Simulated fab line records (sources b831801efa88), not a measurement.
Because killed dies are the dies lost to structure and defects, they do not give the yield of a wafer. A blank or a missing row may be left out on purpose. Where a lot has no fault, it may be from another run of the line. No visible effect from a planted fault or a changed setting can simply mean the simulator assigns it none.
What tool caused it? || flow gf180mcu || 42 wafers from 14 lots sampled at 3 of the route's 602 steps

WHAT EACH GAUGE READ, for each wafer
GF_HV_LDD_CD_MEAS_19: target cd 400 nm.
{"lot": "L514", "measured": "day 11 02:19", "on": "cd-sem-01", "cd-nm (nm)": "405.9 405.7 402.6"}
{"lot": "L515", "measured": "day 11 10:22", "on": "cd-sem-01", "cd-nm (nm)": "401.3 402.6 405.1"}
{"lot": "L517", "measured": "day 11 19:10", "on": "cd-sem-02", "cd-nm (nm)": "401.1 400.9 402.4"}
{"lot": "L516", "measured": "day 11 20:47", "on": "cd-sem-02", "cd-nm (nm)": "402.9 404.1 401.7"}
{"lot": "L518", "measured": "day 12 05:43", "on": "cd-sem-01", "cd-nm (nm)": "401.2 401.6 403.4"}
{"lot": "L522", "measured": "day 13 06:16", "on": "cd-sem-01", "cd-nm (nm)": "399.5 403.3 401.3"}
{"lot": "L523", "measured": "day 13 14:11", "on": "cd-sem-01", "cd-nm (nm)": "399.8 400.6 402.2"}
{"lot": "L524", "measured": "day 13 21:18", "on": "cd-sem-01", "cd-nm (nm)": "403.6 402.1 402.5"}
{"lot": "L525", "measured": "day 14 08:54", "on": "cd-sem-02", "cd-nm (nm)": "396.8 395.4 397.1"}
{"lot": "L526", "measured": "day 14 11:47", "on": "cd-sem-01", "cd-nm (nm)": "398.7 399.1 399.3"}
{"lot": "L527", "measured": "day 14 15:49", "on": "cd-sem-01", "cd-nm (nm)": "398.5 400.5 399.9"}
{"lot": "L528", "measured": "day 15 06:14", "on": "cd-sem-01", "cd-nm (nm)": "402.3 401.5 401.9"}
{"lot": "L530", "measured": "day 15 17:05", "on": "cd-sem-01", "cd-nm (nm)": "400.9 400.7 401.7"}
{"lot": "L534", "measured": "day 17 00:38", "on": "cd-sem-02", "cd-nm (nm)": "399.3 397.1 399.7"}

GF_HV_LDD_OVL_MEAS_20.
{"lot": "L514", "measured": "day 11 02:25", "on": "overlay-01", "HV_LDD_01_OVL (nm)": "2.0 0.1 0.5"}
{"lot": "L515", "measured": "day 11 10:29", "on": "overlay-01", "HV_LDD_01_OVL (nm)": "-0.2 2.2 1.7"}
{"lot": "L517", "measured": "day 11 19:15", "on": "overlay-02", "HV_LDD_01_OVL (nm)": "1.9 1.2 3.9"}
{"lot": "L516", "measured": "day 11 20:55", "on": "overlay-02", "HV_LDD_01_OVL (nm)": "1.4 1.2 2.1"}
{"lot": "L518", "measured": "day 12 05:50", "on": "overlay-01", "HV_LDD_01_OVL (nm)": "0.7 -0.4 -1.3"}
{"lot": "L522", "measured": "day 13 06:22", "on": "overlay-01", "HV_LDD_01_OVL (nm)": "0.3 0.0 1.2"}
{"lot": "L523", "measured": "day 13 14:19", "on": "overlay-02", "HV_LDD_01_OVL (nm)": "2.1 0.1 -0.2"}
{"lot": "L524", "measured": "day 13 21:25", "on": "overlay-01", "HV_LDD_01_OVL (nm)": "-1.5 -1.4 -0.5"}
{"lot": "L525", "measured": "day 14 09:01", "on": "overlay-02", "HV_LDD_01_OVL (nm)": "-1.0 1.5 2.2"}
{"lot": "L526", "measured": "day 14 11:52", "on": "overlay-02", "HV_LDD_01_OVL (nm)": "1.3 1.4 0.0"}
{"lot": "L527", "measured": "day 14 15:56", "on": "overlay-02", "HV_LDD_01_OVL (nm)": "1.2 0.4 2.2"}
{"lot": "L528", "measured": "day 15 06:19", "on": "overlay-01", "HV_LDD_01_OVL (nm)": "1.3 2.2 3.5"}
{"lot": "L530", "measured": "day 15 17:12", "on": "overlay-01", "HV_LDD_01_OVL (nm)": "-1.5 -0.7 -1.5"}
{"lot": "L534", "measured": "day 17 00:45", "on": "overlay-02", "HV_LDD_01_OVL (nm)": "-1.1 0.2 -1.8"}

GF_SAB_THK_MEAS_01.
{"lot": "L514", "measured": "day 14 13:25", "on": "film-metro-01", "SAB_CVD_00_THK (nm)": "49.7 50.5 51.0"}
{"lot": "L515", "measured": "day 14 22:53", "on": "film-metro-01", "SAB_CVD_00_THK (nm)": "49.2 49.1 49.3"}
{"lot": "L517", "measured": "day 15 08:47", "on": "film-metro-04", "SAB_CVD_00_THK (nm)": "50.3 50.5 50.9"}
{"lot": "L516", "measured": "day 15 11:28", "on": "film-metro-01", "SAB_CVD_00_THK (nm)": "50.0 49.6 50.5"}
{"lot": "L518", "measured": "day 15 21:04", "on": "film-metro-01", "SAB_CVD_00_THK (nm)": "50.0 49.8 50.4"}
{"lot": "L522", "measured": "day 17 02:08", "on": "film-metro-04", "SAB_CVD_00_THK (nm)": "50.3 50.0 48.6"}
{"lot": "L523", "measured": "day 17 09:10", "on": "film-metro-01", "SAB_CVD_00_THK (nm)": "50.0 49.8 49.8"}
{"lot": "L524", "measured": "day 17 18:15", "on": "film-metro-03", "SAB_CVD_00_THK (nm)": "49.1 48.5 49.5"}
{"lot": "L525", "measured": "day 18 06:56", "on": "film-metro-04", "SAB_CVD_00_THK (nm)": "49.4 50.0 49.3"}
{"lot": "L526", "measured": "day 18 10:35", "on": "film-metro-01", "SAB_CVD_00_THK (nm)": "50.5 50.2 51.0"}
{"lot": "L527", "measured": "day 18 13:35", "on": "film-metro-04", "SAB_CVD_00_THK (nm)": "49.6 51.1 50.3"}
{"lot": "L528", "measured": "day 19 06:14", "on": "film-metro-04", "SAB_CVD_00_THK (nm)": "49.9 49.8 49.5"}
{"lot": "L530", "measured": "day 19 19:49", "on": "film-metro-01", "SAB_CVD_00_THK (nm)": "50.6 51.2 51.1"}
{"lot": "L534", "measured": "day 21 04:04", "on": "film-metro-01", "SAB_CVD_00_THK (nm)": "49.7 50.5 50.4"}

TOOL THAT RAN EACH LOT (tool first, then ch and the chambers of the sampled wafers, then the start)
No process step before these readings appears in the record.

AS READ BY THE TOOLS THEMSELVES (means over the sampled wafers that have a number; for cases with no such wafer, the mark the record gives instead)
The record holds no such reading with a usual standard deviation.

THE ANSWER, worked out from the rows above alone
Rule: usual is defined by the lots themselves. The widest of any qualifying gaps counts: lots, ordered by their means at a reading, are off when they make up no more than a third of the lots, leave a main group of 4 or more, and stand apart from it by 3 or more times the standard deviation of that group's means. Not used: any main group whose means are identical at the precision the tables above print for the reading. Also off: a lot with no number at a reading for which 4 or more lots have one. All remaining lots with rows at the step are treated as sound. First the gauges in route order, then the tools' own readings, where a lot's mean is used as printed above. The first step at which some lot is off is used, and at that step the reading that is off furthest; a lot without a number counts as furthest.
Across all readings shown, no lot is off: no conclusion can be drawn from this.

WHAT THE SIMULATOR HAD INSERTED
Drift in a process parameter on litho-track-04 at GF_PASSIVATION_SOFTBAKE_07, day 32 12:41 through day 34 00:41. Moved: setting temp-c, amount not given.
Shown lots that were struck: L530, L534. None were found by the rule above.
